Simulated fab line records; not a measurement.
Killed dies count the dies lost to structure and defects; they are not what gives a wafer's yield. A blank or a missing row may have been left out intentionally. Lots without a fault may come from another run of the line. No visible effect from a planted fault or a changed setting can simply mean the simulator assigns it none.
Which tool was responsible? :: flow sky130 :: 12 lots, 36 wafers sampled, at 5 steps of a route of 708

## WHAT EACH GAUGE READ, for each wafer
SKY_FIELD_ISO_THK_MEAS_02.
lot: L113
measured: day 1 13:13
on: filmMetro-04
FIELD_ISO_OXIDATION_00_THK (nm): 11.86 12.08 11.82

lot: L114
measured: day 1 17:21
on: filmMetro-04
FIELD_ISO_OXIDATION_00_THK (nm): 12.72 12.80 12.85

lot: L115
measured: day 1 22:54
on: filmMetro-03
FIELD_ISO_OXIDATION_00_THK (nm): 12.11 11.98 12.04

lot: L116
measured: day 2 03:06
on: filmMetro-01
FIELD_ISO_OXIDATION_00_THK (nm): 12.57 12.28 12.44

lot: L117
measured: day 2 08:25
on: filmMetro-01
FIELD_ISO_OXIDATION_00_THK (nm): 12.24 12.07 11.96

lot: L123
measured: day 3 14:10
on: filmMetro-03
FIELD_ISO_OXIDATION_00_THK (nm): 12.28 12.18 11.85

lot: L124
measured: day 4 01:07
on: filmMetro-03
FIELD_ISO_OXIDATION_00_THK (nm): 12.05 12.05 12.11

lot: L127
measured: day 4 12:19
on: filmMetro-01
FIELD_ISO_OXIDATION_00_THK (nm): 12.45 12.27 12.39

lot: L128
measured: day 4 22:19
on: filmMetro-01
FIELD_ISO_OXIDATION_00_THK (nm): 12.51 12.61 12.50

lot: L129
measured: day 4 22:20
on: filmMetro-04
FIELD_ISO_OXIDATION_00_THK (nm): 12.50 12.14 12.29

lot: L132
measured: day 5 18:49
on: filmMetro-01
FIELD_ISO_OXIDATION_00_THK (nm): 11.97 12.07 11.96

lot: L134
measured: day 6 03:10
on: filmMetro-04
FIELD_ISO_OXIDATION_00_THK (nm): 12.21 12.34 12.01

SKY_VT_ADJUST_HVTR_CD_MEAS_07: target cd 380 nm.
lot: L113
measured: day 9 05:10
on: cdSem-01
cdNm (nm): 377.8 375.9 378.0

lot: L114
measured: day 9 18:29
on: cdSem-01
cdNm (nm): 381.1 377.4 377.9

lot: L115
measured: day 10 03:27
on: cdSem-01
cdNm (nm): 378.0 379.4 377.5

lot: L116
measured: day 10 05:46
on: cdSem-01
cdNm (nm): 377.5 380.5 381.5

lot: L117
measured: day 10 19:07
on: cdSem-02
cdNm (nm): 376.8 378.2 378.5

lot: L123
measured: day 13 05:34
on: cdSem-01
cdNm (nm): 379.9 380.4 380.2

lot: L124
measured: day 14 07:37
on: cdSem-02
cdNm (nm): 382.7 383.6 381.7

lot: L127
measured: day 14 17:23
on: cdSem-02
cdNm (nm): 378.7 378.4 379.4

lot: L128
measured: day 15 00:28
on: cdSem-02
cdNm (nm): 376.2 376.3 377.4

lot: L129
measured: day 14 23:16
on: cdSem-01
cdNm (nm): 378.9 380.8 380.7

lot: L132
measured: day 15 17:38
on: cdSem-01
cdNm (nm): 379.2 380.4 380.1

lot: L134
measured: day 16 06:23
on: cdSem-02
cdNm (nm): 381.9 382.0 383.1

## WHAT TOOL EACH LOT RAN ON (gives the tool, then ch and the chambers of the sampled wafers, and finally the start)
lot: L113
SKY_DNWELL_STRIP_08: plasmaAsher-01 ch 0,1, day 3 04:29
SKY_NWELL_COAT_18: lithoTrack-04 ch 0, day 4 19:56
SKY_NWELL_STRIP_25: plasmaAsher-03 ch 0,1, day 5 04:46

lot: L114
SKY_DNWELL_STRIP_08: plasmaAsher-04 ch 0,1, day 3 11:40
SKY_NWELL_COAT_18: lithoTrack-04 ch 0, day 5 04:02
SKY_NWELL_STRIP_25: plasmaAsher-03 ch 0,1, day 5 12:55

lot: L115
SKY_DNWELL_STRIP_08: plasmaAsher-04 ch 0,1, day 3 19:07
SKY_NWELL_COAT_18: lithoTrack-02 ch 0, day 5 10:25
SKY_NWELL_STRIP_25: plasmaAsher-03 ch 0,1, day 5 19:52

lot: L116
SKY_DNWELL_STRIP_08: plasmaAsher-02 ch 0,1, day 3 19:28
SKY_NWELL_COAT_18: lithoTrack-04 ch 0, day 5 12:26
SKY_NWELL_STRIP_25: plasmaAsher-01 ch 0,1, day 5 21:46

lot: L117
SKY_DNWELL_STRIP_08: plasmaAsher-01 ch 0,1, day 4 09:25
SKY_NWELL_COAT_18: lithoTrack-04 ch 0, day 6 02:35
SKY_NWELL_STRIP_25: plasmaAsher-01 ch 1, day 6 10:52

lot: L123
SKY_DNWELL_STRIP_08: plasmaAsher-04 ch 0,1, day 5 21:23
SKY_NWELL_COAT_18: lithoTrack-01 ch 0, day 7 21:28
SKY_NWELL_STRIP_25: plasmaAsher-01 ch 0,1, day 8 08:52

lot: L124
SKY_DNWELL_STRIP_08: plasmaAsher-04 ch 0,1, day 6 15:28
SKY_NWELL_COAT_18: lithoTrack-01 ch 0, day 8 18:11
SKY_NWELL_STRIP_25: plasmaAsher-03 ch 0,1, day 9 05:30

lot: L127
SKY_DNWELL_STRIP_08: plasmaAsher-01 ch 0,1, day 6 22:49
SKY_NWELL_COAT_18: lithoTrack-02 ch 0, day 9 04:31
SKY_NWELL_STRIP_25: plasmaAsher-03 ch 0,1, day 9 15:46

lot: L128
SKY_DNWELL_STRIP_08: plasmaAsher-04 ch 0,1, day 7 04:52
SKY_NWELL_COAT_18: lithoTrack-04 ch 0, day 9 09:26
SKY_NWELL_STRIP_25: plasmaAsher-01 ch 0,1, day 9 21:32

lot: L129
SKY_DNWELL_STRIP_08: plasmaAsher-01 ch 0,1, day 7 04:23
SKY_NWELL_COAT_18: lithoTrack-02 ch 0, day 9 08:55
SKY_NWELL_STRIP_25: plasmaAsher-03 ch 0,1, day 9 20:41

lot: L132
SKY_DNWELL_STRIP_08: plasmaAsher-01 ch 0,1, day 7 17:20
SKY_NWELL_COAT_18: lithoTrack-04 ch 0, day 9 22:41
SKY_NWELL_STRIP_25: plasmaAsher-01 ch 0,1, day 10 10:06

lot: L134
SKY_DNWELL_STRIP_08: plasmaAsher-01 ch 1, day 8 02:28
SKY_NWELL_COAT_18: lithoTrack-04 ch 0, day 10 09:16
SKY_NWELL_STRIP_25: plasmaAsher-04 ch 0,1, day 10 20:49
- SKY_DNWELL_STRIP_08: strips in O2/N2.
- SKY_NWELL_COAT_18: resist thk 3000 nm.
- SKY_NWELL_STRIP_25: strips in O2/N2.

## AS READ BY THE TOOLS THEMSELVES (means over the sampled wafers that have a number; for cases with no such wafer, the mark the record gives instead)
SKY_DNWELL_STRIP_08.
lot: L113
tool: plasmaAsher-01
drypumpMotorCurrentA (A): 5.2
oesProductAu (a.u.): 0.721
stripTimeToEndpointS (s): 36.90

lot: L114
tool: plasmaAsher-04
drypumpMotorCurrentA (A): 5.4
oesProductAu (a.u.): 0.723
stripTimeToEndpointS (s): 36.76

lot: L115
tool: plasmaAsher-04
drypumpMotorCurrentA (A): 5.6
oesProductAu (a.u.): 0.721
stripTimeToEndpointS (s): 36.98

lot: L116
tool: plasmaAsher-02
drypumpMotorCurrentA (A): 5.8
oesProductAu (a.u.): 0.724
stripTimeToEndpointS (s): 37.17

lot: L117
tool: plasmaAsher-01
drypumpMotorCurrentA (A): 5.2
oesProductAu (a.u.): 0.723
stripTimeToEndpointS (s): 36.87

lot: L123
tool: plasmaAsher-04
drypumpMotorCurrentA (A): 5.4
oesProductAu (a.u.): 0.722
stripTimeToEndpointS (s): 36.88

lot: L124
tool: plasmaAsher-04
drypumpMotorCurrentA (A): 5.4
oesProductAu (a.u.): 0.727
stripTimeToEndpointS (s): 36.81

lot: L127
tool: plasmaAsher-01
drypumpMotorCurrentA (A): 5.2
oesProductAu (a.u.): 0.725
stripTimeToEndpointS (s): 36.99

lot: L128
tool: plasmaAsher-04
drypumpMotorCurrentA (A): 5.6
oesProductAu (a.u.): 0.725
stripTimeToEndpointS (s): 36.71

lot: L129
tool: plasmaAsher-01
drypumpMotorCurrentA (A): 5.2
oesProductAu (a.u.): 0.726
stripTimeToEndpointS (s): 36.93

lot: L132
tool: plasmaAsher-01
drypumpMotorCurrentA (A): 5.2
oesProductAu (a.u.): 0.722
stripTimeToEndpointS (s): 36.96

lot: L134
tool: plasmaAsher-01
drypumpMotorCurrentA (A): 5.7
oesProductAu (a.u.): 0.724
stripTimeToEndpointS (s): 37.18

SKY_NWELL_STRIP_25.
lot: L113
tool: plasmaAsher-03
drypumpMotorCurrentA (A): 5.6
oesProductAu (a.u.): 0.720
stripTimeToEndpointS (s): 37.00

lot: L114
tool: plasmaAsher-03
drypumpMotorCurrentA (A): 5.9
oesProductAu (a.u.): 0.722
stripTimeToEndpointS (s): 36.90

lot: L115
tool: plasmaAsher-03
drypumpMotorCurrentA (A): 5.6
oesProductAu (a.u.): 0.723
stripTimeToEndpointS (s): 36.84

lot: L116
tool: plasmaAsher-01
drypumpMotorCurrentA (A): 5.5
oesProductAu (a.u.): 0.721
stripTimeToEndpointS (s): 36.84

lot: L117
tool: plasmaAsher-01
drypumpMotorCurrentA (A): 5.7
oesProductAu (a.u.): 0.719
stripTimeToEndpointS (s): 37.02

lot: L123
tool: plasmaAsher-01
drypumpMotorCurrentA (A): 5.4
oesProductAu (a.u.): 0.723
stripTimeToEndpointS (s): 39.22

lot: L124
tool: plasmaAsher-03
drypumpMotorCurrentA (A): 5.6
oesProductAu (a.u.): 0.722
stripTimeToEndpointS (s): 39.01

lot: L127
tool: plasmaAsher-03
drypumpMotorCurrentA (A): 5.6
oesProductAu (a.u.): 0.722
stripTimeToEndpointS (s): 36.80

lot: L128
tool: plasmaAsher-01
drypumpMotorCurrentA (A): 5.4
oesProductAu (a.u.): 0.720
stripTimeToEndpointS (s): 36.89

lot: L129
tool: plasmaAsher-03
drypumpMotorCurrentA (A): 5.9
oesProductAu (a.u.): 0.722
stripTimeToEndpointS (s): 36.90

lot: L132
tool: plasmaAsher-01
drypumpMotorCurrentA (A): 5.2
oesProductAu (a.u.): 0.719
stripTimeToEndpointS (s): 37.18

lot: L134
tool: plasmaAsher-04
drypumpMotorCurrentA (A): 5.4
oesProductAu (a.u.): 0.723
stripTimeToEndpointS (s): 37.04

## THE ANSWER, worked out from the rows above alone
Rule: the usual values come from the lots themselves. The widest of any qualifying gaps counts: lots, ordered by their means at a reading, are off when they make up no more than a third of the lots, leave a main group of 4 or more, and stand apart from it by 3 or more times the standard deviation of that group's means. The tables above print the reading to a certain number of digits; a main group whose means all agree to those digits is not used. A lot without any number at a reading at which 4 lots or more have one is off too. Where the step has rows for the other lots, those lots are counted as sound. First the gauges in route order, then the tools' own readings, where a lot's mean is used as printed above. The first step at which some lot is off is used, and at that step the reading that is off furthest; a lot without a number counts as furthest.
Off: L123, L124 (SKY_NWELL_STRIP_25, stripTimeToEndpointS). For the main group the mean is 36.94 s and the standard deviation 0.11.
A tool fits if, at that step or a process step before it, it ran every lot that is off, and no sound lot after the first of them. One fits: SKY_NWELL_COAT_18 on lithoTrack-01. It ran no sound lot before its first lot that is off in this sample, so the start can't be narrowed down.

## WHAT HAD BEEN PUT IN BY THE SIMULATOR
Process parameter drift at SKY_NWELL_COAT_18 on lithoTrack-01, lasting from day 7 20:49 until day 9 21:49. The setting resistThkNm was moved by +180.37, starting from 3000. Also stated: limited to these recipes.
Shown lots that were struck: L123, L124. The same result came from the rule above.
